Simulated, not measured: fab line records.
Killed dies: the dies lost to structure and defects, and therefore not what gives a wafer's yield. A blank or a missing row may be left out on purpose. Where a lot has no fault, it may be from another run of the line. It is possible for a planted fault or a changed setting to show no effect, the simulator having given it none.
Which tool was responsible? + flow sky130 + 72 wafers from 24 lots sampled at 6 of the route's 708 steps

## WHAT THE GAUGES SHOWED, per wafer
SKY_FIELD_ISO_THK_MEAS_04.
| lot  | measured    | on            | FIELD_ISO_CVD_03_THK (nm) |
|------|-------------|---------------|---------------------------|
| L074 | day 1 14:52 | film_metro-01 | 165.1 165.4 164.5         |
| L075 | day 1 20:25 | film_metro-01 | 164.5 163.8 164.5         |
| L076 | day 2 00:27 | film_metro-01 | 164.3 164.6 164.4         |
| L077 | day 2 07:25 | film_metro-03 | 163.7 162.6 163.6         |
| L078 | day 2 12:41 | film_metro-01 | 166.7 166.3 164.3         |
| L079 | day 2 14:35 | film_metro-03 | 163.8 165.7 165.8         |
| L080 | day 2 19:29 | film_metro-01 | 162.6 163.5 164.0         |
| L081 | day 3 01:30 | film_metro-02 | 165.5 164.9 165.5         |
| L082 | day 3 06:04 | film_metro-02 | 166.0 165.2 167.8         |
| L083 | day 3 12:18 | film_metro-01 | 163.2 163.5 163.6         |
| L084 | day 3 19:22 | film_metro-02 | 166.7 166.6 166.0         |
| L085 | day 3 22:03 | film_metro-01 | 164.9 166.1 165.1         |
| L086 | day 4 03:27 | film_metro-03 | 165.3 163.0 164.3         |
| L087 | day 4 07:35 | film_metro-02 | 165.8 164.7 164.3         |
| L088 | day 4 11:35 | film_metro-01 | 163.4 163.2 163.2         |
| L089 | day 4 18:11 | film_metro-02 | 166.6 165.6 166.3         |
| L090 | day 5 00:13 | film_metro-03 | 167.1 165.9 165.8         |
| L091 | day 5 03:50 | film_metro-03 | 164.0 162.3 164.6         |
| L092 | day 5 12:59 | film_metro-03 | 163.9 166.1 163.8         |
| L093 | day 5 14:45 | film_metro-02 | 166.0 166.1 164.7         |
| L094 | day 5 20:08 | film_metro-01 | 167.8 166.9 167.0         |
| L095 | day 6 00:11 | film_metro-02 | 162.3 163.8 162.3         |
| L096 | day 6 04:23 | film_metro-03 | 163.2 162.2 161.6         |
| L097 | day 6 10:52 | film_metro-01 | 164.2 162.2 163.2         |

SKY_FIELD_ISO_CD_MEAS_13: the cd target is 150 nm.
| lot  | measured    | on        | cd_nm (nm)        |
|------|-------------|-----------|-------------------|
| L074 | day 2 06:35 | cd_sem-01 | 151.2 149.9 149.7 |
| L075 | day 2 12:08 | cd_sem-01 | 148.8 146.8 148.5 |
| L076 | day 2 15:56 | cd_sem-01 | 150.4 149.8 149.8 |
| L077 | day 3 00:05 | cd_sem-02 | 149.6 151.0 149.7 |
| L078 | day 3 05:58 | cd_sem-01 | 147.0 148.0 145.2 |
| L079 | day 3 08:22 | cd_sem-02 | 149.4 150.9 150.5 |
| L080 | day 3 13:00 | cd_sem-02 | 151.2 152.1 152.0 |
| L081 | day 3 18:16 | cd_sem-02 | 153.0 150.7 151.1 |
| L082 | day 3 22:45 | cd_sem-01 | 149.2 148.2 149.6 |
| L083 | day 4 05:16 | cd_sem-01 | 150.1 150.1 150.8 |
| L084 | day 4 12:21 | cd_sem-02 | 151.5 149.4 151.9 |
| L085 | day 4 14:55 | cd_sem-01 | 150.8 150.6 149.3 |
| L086 | day 4 21:07 | cd_sem-02 | 150.4 151.8 150.9 |
| L087 | day 5 01:29 | cd_sem-01 | 148.3 148.7 149.3 |
| L088 | day 5 05:38 | cd_sem-02 | 149.3 148.8 147.3 |
| L089 | day 5 11:44 | cd_sem-01 | 149.2 148.3 147.9 |
| L090 | day 5 18:12 | cd_sem-02 | 149.9 150.1 150.3 |
| L091 | day 5 22:10 | cd_sem-01 | 151.0 150.6 151.5 |
| L092 | day 6 08:11 | cd_sem-01 | 149.1 149.2 146.7 |
| L093 | day 6 10:19 | cd_sem-02 | 150.6 150.4 150.4 |
| L094 | day 6 15:59 | cd_sem-01 | 149.4 148.0 148.4 |
| L095 | day 6 20:24 | cd_sem-02 | 148.4 149.0 149.2 |
| L096 | day 7 01:37 | cd_sem-01 | 150.3 149.8 149.9 |
| L097 | day 7 07:54 | cd_sem-01 | 149.4 149.7 149.0 |

SKY_VT_ADJUST_NCORE_CD_MEAS_07: the cd target is 380 nm.
| lot  | measured     | on        | cd_nm (nm)  |
|------|--------------|-----------|-------------|
| L074 | day 9 01:16  | cd_sem-02 | 384 382 383 |
| L075 | day 9 04:55  | cd_sem-02 | 374 377 375 |
| L076 | day 9 13:24  | cd_sem-02 | 380 378 378 |
| L077 | day 9 20:42  | cd_sem-02 | 379 380 380 |
| L078 | day 10 14:13 | cd_sem-02 | 381 384 386 |
| L079 | day 10 17:08 | cd_sem-01 | 375 373 376 |
| L080 | day 11 01:23 | cd_sem-01 | 380 379 381 |
| L081 | day 11 08:06 | cd_sem-01 | 385 384 386 |
| L082 | day 11 11:07 | cd_sem-01 | 375 378 378 |
| L083 | day 11 16:53 | cd_sem-02 | 379 379 376 |
| L084 | day 12 05:15 | cd_sem-02 | 376 376 374 |
| L085 | day 12 12:39 | cd_sem-01 | 382 383 385 |
| L086 | day 12 21:07 | cd_sem-02 | 379 380 382 |
| L087 | day 13 07:01 | cd_sem-01 | 377 376 378 |
| L088 | day 13 09:47 | cd_sem-01 | 378 376 377 |
| L089 | day 13 14:11 | cd_sem-02 | 379 380 380 |
| L090 | day 13 18:55 | cd_sem-01 | 382 383 383 |
| L091 | day 13 23:09 | cd_sem-02 | 377 380 377 |
| L092 | day 14 14:53 | cd_sem-02 | 382 379 382 |
| L093 | day 14 15:23 | cd_sem-02 | 378 376 376 |
| L094 | day 14 23:46 | cd_sem-02 | 380 380 379 |
| L095 | day 15 06:25 | cd_sem-01 | 381 382 381 |
| L096 | day 15 17:00 | cd_sem-01 | 380 381 383 |
| L097 | day 15 22:08 | cd_sem-02 | 373 372 371 |

SKY_RES_PROTECT_TW_MEAS_08.
| lot  | measured     | on            | POLY_GATE_TW   |
|------|--------------|---------------|----------------|
| L074 | day 15 21:44 | film_metro-02 | 4032 4063 4074 |
| L075 | day 16 02:54 | film_metro-02 | 4039 4003 4030 |
| L076 | day 16 13:35 | film_metro-01 | 3977 3972 3978 |
| L077 | day 17 20:06 | film_metro-04 | 4014 4037 4010 |
| L078 | day 18 00:49 | film_metro-04 | 4075 4106 4062 |
| L079 | day 18 03:52 | film_metro-01 | 4005 3990 3992 |
| L080 | day 18 11:30 | film_metro-02 | 4073 4083 4064 |
| L081 | day 19 01:31 | film_metro-02 | 4038 4054 4047 |
| L082 | day 19 06:09 | film_metro-04 | 4021 3989 4019 |
| L083 | day 19 10:44 | film_metro-01 | 3956 3960 3970 |
| L084 | day 20 05:42 | film_metro-04 | 4044 4026 4026 |
| L085 | day 20 14:28 | film_metro-02 | 4047 4047 4033 |
| L086 | day 21 02:42 | film_metro-01 | 3971 4016 3977 |
| L087 | day 21 12:48 | film_metro-04 | 4036 4026 4029 |
| L088 | day 21 12:37 | film_metro-01 | 4002 3992 3995 |
| L089 | day 21 18:57 | film_metro-01 | 3996 4002 3987 |
| L090 | day 22 06:30 | film_metro-02 | 4048 4008 4025 |
| L091 | day 22 11:29 | film_metro-01 | 3968 3999 4009 |
| L092 | day 22 22:30 | film_metro-01 | 3990 3998 3975 |
| L093 | day 23 01:59 | film_metro-04 | 4061 4054 4068 |
| L094 | day 23 09:45 | film_metro-04 | 4068 4045 4047 |
| L095 | day 23 22:27 | film_metro-02 | 4082 4072 4097 |
| L096 | day 24 04:37 | film_metro-02 | 4083 4066 4076 |
| L097 | day 24 08:30 | film_metro-02 | 4041 4052 4048 |

## TOOL THAT RAN EACH LOT (tool first, then ch and the chambers of the sampled wafers, then the start)
| lot  | SKY_FIELD_ISO_ETCH_17           | SKY_RES_PROTECT_STRIP_07             |
|------|---------------------------------|--------------------------------------|
| L074 | rie_si-01 ch 0,1,2, day 2 06:55 | plasma_asher-04 ch 0,1, day 15 21:38 |
| L075 | rie_si-01 ch 0,1,3, day 2 12:28 | plasma_asher-02 ch 0,1, day 16 02:48 |
| L076 | rie_si-02 ch 0,2,3, day 2 16:16 | plasma_asher-03 ch 0,1, day 16 13:29 |
| L077 | rie_si-02 ch 0,2,3, day 3 00:25 | plasma_asher-02 ch 0,1, day 17 20:00 |
| L078 | rie_si-01 ch 0,3, day 3 06:13   | plasma_asher-03 ch 0,1, day 18 00:43 |
| L079 | rie_si-01 ch 2,3, day 3 08:40   | plasma_asher-03 ch 0,1, day 18 03:45 |
| L080 | rie_si-01 ch 1,3, day 3 13:19   | plasma_asher-03 ch 0,1, day 18 11:24 |
| L081 | rie_si-02 ch 0,1,3, day 3 18:34 | plasma_asher-04 ch 0,1, day 19 01:24 |
| L082 | rie_si-02 ch 1,2, day 3 23:04   | plasma_asher-03 ch 0,1, day 19 06:03 |
| L083 | rie_si-01 ch 1,2, day 4 05:34   | plasma_asher-02 ch 0,1, day 19 10:38 |
| L084 | rie_si-01 ch 0,2, day 4 12:40   | plasma_asher-02 ch 0,1, day 20 05:36 |
| L085 | rie_si-02 ch 1,2,3, day 4 15:13 | plasma_asher-03 ch 0,1, day 20 14:21 |
| L086 | rie_si-02 ch 0,1,2, day 4 21:25 | plasma_asher-03 ch 0,1, day 21 02:35 |
| L087 | rie_si-01 ch 1,2,3, day 5 01:46 | plasma_asher-04 ch 0,1, day 21 12:43 |
| L088 | rie_si-02 ch 0,2,3, day 5 05:55 | plasma_asher-03 ch 0,1, day 21 12:32 |
| L089 | rie_si-02 ch 1,2, day 5 12:03   | plasma_asher-02 ch 0,1, day 21 18:51 |
| L090 | rie_si-02 ch 1,2, day 5 18:31   | plasma_asher-02 ch 0,1, day 22 06:24 |
| L091 | rie_si-01 ch 1,2,3, day 5 22:28 | plasma_asher-02 ch 0, day 22 11:23   |
| L092 | rie_si-02 ch 0,1,3, day 6 08:31 | plasma_asher-03 ch 0,1, day 22 22:24 |
| L093 | rie_si-01 ch 0,1,2, day 6 10:37 | plasma_asher-04 ch 0,1, day 23 01:53 |
| L094 | rie_si-01 ch 0,1, day 6 16:18   | plasma_asher-03 ch 0,1, day 23 09:39 |
| L095 | rie_si-02 ch 1,2,3, day 6 20:43 | plasma_asher-03 ch 0,1, day 23 22:21 |
| L096 | rie_si-02 ch 0,1,3, day 7 01:54 | plasma_asher-02 ch 0,1, day 24 04:29 |
| L097 | rie_si-02 ch 0,1,3, day 7 08:13 | plasma_asher-04 ch 0,1, day 24 08:24 |
- SKY_FIELD_ISO_ETCH_17: etches Si in HBr/Cl2/O2, target depth 342 nm, time 97.7 s.
- SKY_RES_PROTECT_STRIP_07: strips in O2/N2.

## AS READ BY THE TOOLS THEMSELVES (means over the sampled wafers that have a number; for cases with no such wafer, the mark the record gives instead)
SKY_FIELD_ISO_ETCH_17.
| lot  | tool      | drypump_motor_current_A (A) | he_backside_leak_sccm (sccm) | mfc_cl2_sccm (sccm) | oes_product_au (a.u.) | rf_fwd_power_W (W) | throttle_valve_pct (%) |
|------|-----------|-----------------------------|------------------------------|---------------------|-----------------------|--------------------|------------------------|
| L074 | rie_si-01 | 5.5                         | 2.92                         | 39.92               | 1.004                 | 596.9              | 25.652                 |
| L075 | rie_si-01 | 6.0                         | 2.72                         | 39.89               | 0.994                 | 595.9              | 25.655                 |
| L076 | rie_si-02 | 5.6                         | 2.54                         | 40.03               | 0.997                 | 595.6              | 25.655                 |
| L077 | rie_si-02 | 5.6                         | 2.57                         | 39.97               | 0.996                 | 596.8              | 25.660                 |
| L078 | rie_si-01 | 6.0                         | 2.47                         | 40.08               | 1.005                 | 596.6              | 25.657                 |
| L079 | rie_si-01 | 5.8                         | 2.94                         | 39.98               | 0.993                 | 594.4              | 25.659                 |
| L080 | rie_si-01 | 6.2                         | 2.77                         | 40.00               | 1.003                 | 595.8              | 25.659                 |
| L081 | rie_si-02 | 5.7                         | 2.56                         | 39.96               | 0.988                 | 596.2              | 25.665                 |
| L082 | rie_si-02 | 6.5                         | 2.52                         | 39.93               | 0.994                 | 598.1              | 25.657                 |
| L083 | rie_si-01 | 5.2                         | 2.95                         | 40.00               | 1.001                 | 595.2              | 25.659                 |
| L084 | rie_si-01 | 5.1                         | 2.85                         | 39.97               | 1.001                 | 596.5              | 25.653                 |
| L085 | rie_si-02 | 6.1                         | 2.57                         | 39.92               | 1.001                 | 596.0              | 25.658                 |
| L086 | rie_si-02 | 6.0                         | 2.59                         | 40.13               | 0.995                 | 596.9              | 25.656                 |
| L087 | rie_si-01 | 5.7                         | 2.82                         | 40.05               | 0.998                 | 596.5              | 25.664                 |
| L088 | rie_si-02 | 5.6                         | 2.60                         | 39.97               | 0.990                 | 594.1              | 25.664                 |
| L089 | rie_si-02 | 6.4                         | 2.49                         | 39.96               | 0.996                 | 596.5              | 25.658                 |
| L090 | rie_si-02 | 6.4                         | 2.50                         | 40.07               | 0.994                 | 595.2              | 25.665                 |
| L091 | rie_si-01 | 5.7                         | 2.90                         | 40.11               | 1.003                 | 597.2              | 25.658                 |
| L092 | rie_si-02 | 5.7                         | 2.47                         | 40.04               | 0.981                 | 595.5              | 25.673                 |
| L093 | rie_si-01 | 5.5                         | 2.89                         | 40.04               | 1.003                 | 597.3              | 25.646                 |
| L094 | rie_si-01 | 5.9                         | 2.79                         | 39.99               | 0.998                 | 596.1              | 25.654                 |
| L095 | rie_si-02 | 6.1                         | 2.58                         | 40.04               | 0.995                 | 595.3              | 25.665                 |
| L096 | rie_si-02 | 5.7                         | 2.39                         | 39.96               | 0.987                 | 593.7              | 25.663                 |
| L097 | rie_si-02 | 5.7                         | 2.37                         | 39.99               | 0.980                 | 595.8              | 25.665                 |

SKY_RES_PROTECT_STRIP_07.
| lot  | tool            | drypump_motor_current_A (A) | oes_product_au (a.u.) | strip_time_to_endpoint_s (s) |
|------|-----------------|-----------------------------|-----------------------|------------------------------|
| L074 | plasma_asher-04 | 5.5                         | 0.521                 | 23.14                        |
| L075 | plasma_asher-02 | 6.1                         | 0.516                 | 23.14                        |
| L076 | plasma_asher-03 | 5.3                         | 0.515                 | 23.22                        |
| L077 | plasma_asher-02 | 5.4                         | 0.520                 | 23.14                        |
| L078 | plasma_asher-03 | 5.6                         | 0.520                 | 23.13                        |
| L079 | plasma_asher-03 | 5.3                         | 0.519                 | 23.13                        |
| L080 | plasma_asher-03 | 5.3                         | 0.516                 | 23.23                        |
| L081 | plasma_asher-04 | 5.7                         | 0.521                 | 23.11                        |
| L082 | plasma_asher-03 | 5.3                         | 0.521                 | 23.17                        |
| L083 | plasma_asher-02 | 5.4                         | 0.519                 | 23.10                        |
| L084 | plasma_asher-02 | 5.4                         | 0.526                 | 23.19                        |
| L085 | plasma_asher-03 | 5.3                         | 0.522                 | 23.20                        |
| L086 | plasma_asher-03 | 5.3                         | 0.519                 | 23.15                        |
| L087 | plasma_asher-04 | 5.7                         | 0.514                 | 23.17                        |
| L088 | plasma_asher-03 | 5.6                         | 0.519                 | 23.15                        |
| L089 | plasma_asher-02 | 6.1                         | 0.519                 | 23.17                        |
| L090 | plasma_asher-02 | 6.1                         | 0.521                 | 23.11                        |
| L091 | plasma_asher-02 | 4.8                         | 0.515                 | 23.11                        |
| L092 | plasma_asher-03 | 5.5                         | 0.521                 | 23.20                        |
| L093 | plasma_asher-04 | 5.7                         | 0.515                 | 23.12                        |
| L094 | plasma_asher-03 | 5.3                         | 0.520                 | 23.15                        |
| L095 | plasma_asher-03 | 5.6                         | 0.520                 | 23.08                        |
| L096 | plasma_asher-02 | 5.4                         | 0.517                 | 23.14                        |
| L097 | plasma_asher-04 | 5.7                         | 0.516                 | 23.20                        |

## THE ANSWER, worked out from the rows above alone
Rule: the lots themselves supply what counts as usual. Put in order of their means at a reading, lots are off if they are a third of the lots or fewer, leave a main group of 4 or more, and stand apart from it by a gap of 3 or more times the standard deviation of the main group's means; of several such gaps the widest counts. The tables above print the reading to a certain number of digits; a main group whose means all agree to those digits is not used. A lot without any number at a reading at which 4 lots or more have one is off too. Where the step has rows for the other lots, those lots are counted as sound. The gauges are gone through in route order, then the tools' own readings, and for those a lot's mean is taken as printed above. At the first step where some lot is off, the reading lying furthest off is the one used; lots without a number count as furthest.
No lot is off at any reading shown: from this, nothing can be told.

## WHAT THE SIMULATOR HAD INSERTED
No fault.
